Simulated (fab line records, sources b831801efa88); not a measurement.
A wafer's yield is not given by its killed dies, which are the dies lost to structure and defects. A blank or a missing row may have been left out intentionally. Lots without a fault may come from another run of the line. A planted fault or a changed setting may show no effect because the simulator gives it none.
Struck lot and sound lot, side by side + flow sky130 + 18 steps out of a route of 708
Sound: the wafers L702.1, L702.5, L702.6. Wafers L697.3, L697.4, L697.5 were the ones struck. The cause is named last.
At each step with rows: each side's tool, then ch and its chambers, then its first start. Under that, the readings that differ: sound wafers + struck wafers + difference of the means + sigmas: that difference in standard deviations of wafers without a fault.
alike: words and numbers the same on both sides, and readings whose means are apart by under 2 such deviations; not compared: readings that were withheld, readings missing a value for some wafer, numbers with overlapping values and no deviation given by the record, and bounds like >300 which may hide the same value.
A row with sigmas, a row that says differs or no value, or rows on one side alone: a step with any of these is where the two part. Non-overlapping numbers with no deviation appear without sigmas and do not part them. A reading missing from all wafers of one side parts the sides only when that side holds two or more wafers.

SKY_SONOS_ONO_OVL_MEAS_14:
  sound on overlay-02 at day 17 23:34; struck on overlay-02 at day 17 22:11
  alike: SONOS_ONO_OVL
SKY_SONOS_ONO_ETCH_15: etches the open film in CHF3/O2, target depth 19.52 nm, time 7.8 s.
  sound on rie diel-04 ch 0,1,2, day 17 23:36; struck on rie diel-02 ch 0,2, day 17 22:13
  alike: drypump motor current A, oes product au, rf fwd power W, throttle valve pct
  not compared: rf hours counter h
then, 1 step without rows for these wafers: SKY_SONOS_ONO_WET_ETCH_16 (etches SiO2 in dHF, target depth 14 nm, time 280 s).
SKY_SONOS_ONO_STRIP_17: strips in O2/N2.
  sound on plasma asher-02 ch 0,1, day 17 23:43; struck on plasma asher-04 ch 0,1, day 17 22:21
  alike: drypump motor current A, oes product au, strip time to endpoint s
  not compared: rf hours counter h
then, 3 steps without rows for these wafers: SKY_SONOS_ONO_WET_ETCH_18 (etches Si3N4 in H3PO4, target depth 15 nm, time 172 s); SKY_GATE_OXIDE_CLEAN_00 (cleans in SC1/SC2, time 150 s); SKY_GATE_OXIDE_OXIDATION_01 (stabilise 600 s, purge 300 s, target thk 10.268 nm).
SKY_GATE_OXIDE_THK_MEAS_02:
  sound on film metro-01 at day 18 01:31; struck on film metro-04 at day 18 00:04
  alike: GATE_OXIDE_OXIDATION_00_THK
then, 4 steps without rows for these wafers: SKY_GATE_OXIDE_DEHYDRATE_03 (time 60 s); SKY_GATE_OXIDE_HMDS_04 (prime time 60 s); SKY_GATE_OXIDE_COAT_05 (resist thk 1140 nm); SKY_GATE_OXIDE_SOFTBAKE_06 (time 60 s).
SKY_GATE_OXIDE_EXPOSE_07: exposes mask LVOM, target cd 600 nm.
  sound on iline stepper-01 ch 0, day 18 17:07; struck on iline stepper-02 ch 0, day 18 15:07
| reading                            | sound             | struck               | difference | sigmas |
|------------------------------------|-------------------|----------------------|------------|--------|
| model.GATE_OXIDE.overlay x nm (nm) | 1.612 1.612 1.612 | -162.2 -162.2 -162.2 | -163.8     |        |
  alike: mask, stage vel mm s
then, 2 steps without rows for these wafers: SKY_GATE_OXIDE_PEB_08; SKY_GATE_OXIDE_DEVELOP_09 (develop time 60 s).
SKY_GATE_OXIDE_OVL_MEAS_10:
  sound on overlay-01 at day 19 07:13; struck on overlay-01 at day 19 05:16
| reading             | sound        | struck               | difference | sigmas      |
|---------------------|--------------|----------------------|------------|-------------|
| GATE_OXIDE_OVL (nm) | 0.2 -0.7 0.2 | -163.4 -164.5 -162.2 | -163.3     | -99 or more |
then, 2 steps without rows for these wafers: SKY_GATE_OXIDE_IMPLANT_11; SKY_PAD_OPEN_PROBE_99.

## WHERE THEY PART
SKY_GATE_OXIDE_OVL_MEAS_10 only, going by this record.

WHY: the cause the simulator had injected
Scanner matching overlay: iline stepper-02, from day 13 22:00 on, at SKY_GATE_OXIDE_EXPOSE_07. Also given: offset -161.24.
